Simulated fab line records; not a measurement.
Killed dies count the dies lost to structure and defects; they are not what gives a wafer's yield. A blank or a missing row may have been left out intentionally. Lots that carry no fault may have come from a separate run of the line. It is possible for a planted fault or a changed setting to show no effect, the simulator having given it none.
Problem report, 8D (eight disciplines) form, completed by code	flow gf180mcu	the parts of the form that need people (team, actions taken, sign-off) are left out

1. PROBLEM STATEMENT
Mean of chamber-pressure-pa at GF_V2_SPUTTER_22: 5.234 Pa across 6 wafers in 2 lots; on wafers with no fault it is 4.998 Pa (standard deviation 0.011). That puts it +21 standard deviations away from the usual mean.
The step: material TiN, target thk 10 nm, time 40 s.
Earliest sighting: wafer L587.3 on pvd-sputter-01 at day 24 16:04. At this step, 18 wafers from 6 lots have a number in the record. By rule, "out" or "out of limits" means more than 4 standard deviations away from the usual mean. All remaining wafers that have a number are taken as sound.

2. WHAT IT IS AND WHAT IT IS NOT
question	is	is not
which readings at this step	chamber-pressure-pa	-
which lots	L587, L588	L577, L585, L596, L599
which wafers of those lots	all that have a number	-
read on which tools	pvd-sputter-01	pvd-sputter-03, pvd-sputter-04
when	from day 24 16:04	up to then (6 sound wafers); but 6 sound wafers of L596, L599 came after

3. SUSPECTS, AND WHAT RULES EACH OUT
Counting: a tool stays on the suspect list if, at a process step up to the reading, it processed all lots that are out and no sound lot following the first of them.
- plasma-asher-04 at GF_V2_STRIP_18 (strips in O2/N2): ruled out as a lasting fault. Sound lots L596, L599 ran on it after its first lot that is out, L587 (day 24 15:30).
- pvd-sputter-01 at GF_V2_SPUTTER_21 (material Ti, target thk 15 nm, time 80.02 s): ruled out as a lasting fault. Sound lots L599 ran on it after its first lot that is out, L587 (day 24 16:00).
- pvd-sputter-01 at GF_V2_SPUTTER_22 (material TiN, target thk 10 nm, time 40 s): ruled out as a lasting fault. Sound lots L599 ran on it after its first lot that is out, L587 (day 24 16:04).
Left after counting: nothing in the record.

4. THE CAUSE (what the simulator had put in)
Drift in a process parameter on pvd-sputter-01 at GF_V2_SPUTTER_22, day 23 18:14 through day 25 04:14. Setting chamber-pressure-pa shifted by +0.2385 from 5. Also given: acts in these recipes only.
Counting ruled it out, wrongly.

5. SEQUENCE OF EFFECTS, ordered by route
Each row: a reading whose mean over the struck wafers that have a number lies more than 3 standard deviations from the usual. Scope: only readings with a usual standard deviation given in the record; hours: median across lots of the time from each lot's start at the first step in this table that gives one to its start at this step; sigmas: change in usual standard deviations.
hours	step	reading	usual	on struck wafers	change	sigmas
0	GF_V2_SPUTTER_22	chamber-pressure-pa	4.998 Pa	5.234	+0.236	+21
The process steps in it:
- GF_V2_SPUTTER_22: material TiN, target thk 10 nm, time 40 s.

6. HOW IT WOULD HAVE BEEN CAUGHT EARLIER
22 hours passed between the start of the fault at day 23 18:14 and the first reading out of limits in this record, taken at day 24 16:04.
